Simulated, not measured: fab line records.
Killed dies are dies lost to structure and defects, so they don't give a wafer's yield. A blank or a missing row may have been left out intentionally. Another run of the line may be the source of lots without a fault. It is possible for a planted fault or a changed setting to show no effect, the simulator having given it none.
Struck lot and sound lot, side by side	flow sky130	14 steps out of a route of 708
Sound: these wafers, L781.3, L781.5, L781.6. The struck wafers were L790.1, L790.3, L790.6. At the end, the cause is stated.
Order at every step that has rows: each side's tool, ch and its chambers, its first start. Under that, the readings that differ: sound wafers	struck wafers	difference of the means	sigmas: that difference in standard deviations of wafers without a fault.
alike: a reading whose means differ by less than 2 such deviations, as well as words and numbers matching on both sides. not compared: withheld readings; readings where some wafer has no value; bounds like >300 that might hide an equal value; numbers whose values overlap and for which the record gives no deviation.
Wherever a step has rows on one side only, a row that says differs or no value, or a row with sigmas, the two part there. When numbers do not overlap yet have no deviation, they are printed without sigmas and do not part them. Lack of a reading on every wafer of one side parts them only where that side has two or more wafers.

first, 5 steps without rows for these wafers: SKY_RES_XHIGH_SOFTBAKE_03 (time 60 s); SKY_RES_XHIGH_EXPOSE_04 (exposes mask URPM, target cd 1270 nm); SKY_RES_XHIGH_PEB_05; SKY_RES_XHIGH_DEVELOP_06 (develop time 60 s); SKY_RES_XHIGH_IMPLANT_07.
SKY_RES_XHIGH_STRIP_08: strips in O2/N2.
  sound on plasma_asher-01 ch 0,1, day 28 12:05; struck on plasma_asher-01 ch 0,1, day 31 11:22
  alike: drypump_motor_current_A, o2_flow_sccm, oes_product_au, strip_time_to_endpoint_s
  not compared: rf_hours_counter_h
SKY_RES_XHIGH_TW_MEAS_09:
  sound on film_metro-02, day 28 12:10; struck on film_metro-04, day 31 11:28
  alike: RES_XHIGH_TW
then, 5 steps without rows for these wafers: SKY_SD_N_DEHYDRATE_00 (time 60 s); SKY_SD_N_HMDS_01 (prime time 60 s); SKY_SD_N_COAT_02 (resist thk 1140 nm); SKY_SD_N_SOFTBAKE_03 (time 60 s); SKY_SD_N_EXPOSE_04 (exposes mask NSDM, target cd 380 nm).
SKY_SD_N_PEB_05:
  struck on litho_track-03, day 32 13:42; sound on litho_track-02 ch 0, day 29 14:58
reading	sound	struck	difference	sigmas
exhaust_pa (Pa)	45.3 45.0 43.8	- - -	no value on the struck wafers	
  not compared: chill_plate_temp_C
then, 1 step without rows for these wafers: SKY_SD_N_DEVELOP_06 (develop time 60 s).

## WHERE THEY PART
SKY_SD_N_PEB_05 only, going by this record.

WHY: whatever the simulator had introduced
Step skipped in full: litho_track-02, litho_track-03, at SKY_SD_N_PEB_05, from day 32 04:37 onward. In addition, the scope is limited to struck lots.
